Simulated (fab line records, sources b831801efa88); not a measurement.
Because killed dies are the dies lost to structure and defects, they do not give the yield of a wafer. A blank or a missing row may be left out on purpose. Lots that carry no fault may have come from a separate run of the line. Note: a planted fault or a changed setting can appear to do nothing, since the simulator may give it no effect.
Matching of chambers | flow gf180mcu | GF_M5_ETCH_09 on rie diel-01: 4 sister chambers
The step etches Si3N4 in CF4/O2, target depth 52 nm, time 11.6 s. 8 wafers are shown with their chamber, then 9 later ones without.

WAFERS PAIRED WITH THEIR CHAMBERS
wafer  | chamber | drypump motor current A (A) | oes product au (a.u.)
L077.3 | 3       | 5.8                         | 0.996
L079.2 | 2       | 5.1                         | 1.001
L080.1 | 1       | 6.6                         | 1.013
L080.3 | 0       | 5.0                         | 0.983
L080.4 | 2       | 5.2                         | 0.982
L089.2 | 3       | 5.8                         | 0.993
L089.5 | 0       | 5.0                         | 0.986
L089.6 | 1       | 6.7                         | 1.013

WAFERS WHOSE CHAMBER IS MISSING
wafer  | drypump motor current A (A) | oes product au (a.u.)
L094.1 | 5.0                         | 0.989
L094.2 | 5.2                         | 0.991
L094.4 | 5.8                         | 0.995
L096.1 | 5.0                         | 0.991
L096.4 | 5.8                         | 1.003
L096.6 | 6.6                         | 1.014
L097.3 | 5.1                         | 0.991
L097.5 | 5.0                         | 0.985
L097.6 | 5.8                         | 0.998

EACH ONE'S CHAMBER
wafer  | from the rows above     | in truth
L094.1 | 0                       | 0
L094.2 | 2                       | 2
L094.4 | 3                       | 3
L096.1 | 0                       | 0
L096.4 | 3                       | 3
L096.6 | 1                       | 1
L097.3 | can't be placed: 2 or 0 | 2
L097.5 | 0                       | 0
L097.6 | 3                       | 3
Correctly placed: 8 of 9. From these rows, 1 cannot be placed; in 1 the true chamber is one of the candidates. Placed wrongly: 0.
How it was worked out, from the rows above alone: a wafer's distance from a chamber is the root of the sum, over the readings, of the square of ((its reading less the chamber's mean) divided by the reading's scatter). The wafer belongs to the nearest chamber; if the next one is less than 2 further off, it can't be placed. Each chamber's mean is taken over the wafers shown for it. The scatter: the root of (the sum of the squares of (reading less its chamber's mean) over the shown wafers, divided by (wafers less chambers)).
